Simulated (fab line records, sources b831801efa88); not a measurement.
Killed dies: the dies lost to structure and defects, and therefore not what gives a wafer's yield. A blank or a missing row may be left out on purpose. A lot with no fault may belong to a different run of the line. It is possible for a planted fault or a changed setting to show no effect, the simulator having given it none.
Matching of chambers    flow sky130    cmp-01 running SKY_VIA3_CMP_24: 4 sister chambers
The step polishes, stops on SiO2, t overpolish 20 s, target thk 0 nm. 4 wafers are shown with their chamber, then 8 later ones without.

## WAFERS PAIRED WITH THEIR CHAMBERS
wafer   chamber  motorCurrentA (A)
L835.2  2        11.8
L836.4  1        10.6
L836.5  0        9.7
L836.6  3        11.2

## WAFERS WITHOUT THEIR CHAMBER
wafer   motorCurrentA (A)
L843.2  11.9
L846.4  12.4
L847.1  11.6
L847.3  9.2
L847.4  11.7
L849.1  11.1
L849.3  11.1
L849.5  10.5

## WHICH CHAMBER EACH ONE RAN IN
wafer   from the rows above      in truth
L843.2  2                        2
L846.4  2                        2
L847.1  can't be placed: 2 or 3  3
L847.3  0                        0
L847.4  can't be placed: 2 or 3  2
L849.1  can't be placed: 3 or 1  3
L849.3  can't be placed: 3 or 1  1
L849.5  1                        1
4 of 8 placed correctly. Can't be placed from these rows: 4 (the true chamber is among the candidates in 4). 0 placed wrongly.
How it was worked out, from the rows above alone: a wafer's distance from a chamber is the root of the sum, over the readings, of the square of ((its reading less the chamber's mean) divided by the reading's scatter). The wafer belongs to the nearest chamber; if the next one is less than 2 further off, it can't be placed. The mean given for a chamber averages the wafers shown for that chamber. The scatter: with one shown wafer a chamber, the root of the mean of the squares of how far each hidden wafer lies from its nearest shown one.
